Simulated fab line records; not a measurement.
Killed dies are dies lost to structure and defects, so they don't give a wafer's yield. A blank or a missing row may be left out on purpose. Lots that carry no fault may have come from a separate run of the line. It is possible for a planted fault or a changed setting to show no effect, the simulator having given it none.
Matching of chambers :: flow sky130 :: rie_diel-04 running SKY_FIELD_ISO_ETCH_15: 4 sister chambers
The step etches the open film in CHF3/O2, stops on Si, target depth 180 nm, time 72 s. 4 wafers are shown with their chamber, then 9 later ones without.

EACH WAFER AND ITS CHAMBER
wafer: L082.1
chamber: 2
drypump_motor_current_A (A): 5.7

wafer: L085.1
chamber: 3
drypump_motor_current_A (A): 5.2

wafer: L085.5
chamber: 1
drypump_motor_current_A (A): 4.9

wafer: L085.6
chamber: 0
drypump_motor_current_A (A): 5.6

WAFERS MISSING THEIR CHAMBER
wafer: L086.2
drypump_motor_current_A (A): 4.9

wafer: L086.3
drypump_motor_current_A (A): 5.2

wafer: L086.5
drypump_motor_current_A (A): 5.2

wafer: L093.2
drypump_motor_current_A (A): 5.2

wafer: L093.4
drypump_motor_current_A (A): 5.2

wafer: L093.6
drypump_motor_current_A (A): 5.8

wafer: L096.1
drypump_motor_current_A (A): 5.6

wafer: L096.2
drypump_motor_current_A (A): 5.8

wafer: L096.5
drypump_motor_current_A (A): 5.6

EACH ONE'S CHAMBER
wafer: L086.2
from the rows above: 1
in truth: 1

wafer: L086.3
from the rows above: 3
in truth: 3

wafer: L086.5
from the rows above: 3
in truth: 3

wafer: L093.2
from the rows above: 3
in truth: 3

wafer: L093.4
from the rows above: 3
in truth: 3

wafer: L093.6
from the rows above: 2
in truth: 2

wafer: L096.1
from the rows above: 0
in truth: 0

wafer: L096.2
from the rows above: 2
in truth: 2

wafer: L096.5
from the rows above: 0
in truth: 0
Correctly placed: 9 of 9. Number that these rows cannot place: 0. Placed wrongly: 0.
How it was worked out, from the rows above alone: a wafer's distance from a chamber is the root of the sum, over the readings, of the square of ((its reading less the chamber's mean) divided by the reading's scatter). The wafer belongs to the nearest chamber; if the next one is less than 2 further off, it can't be placed. The mean given for a chamber averages the wafers shown for that chamber. The scatter: root of mean squared gap, hidden wafer to nearest shown wafer, with one shown wafer a chamber.
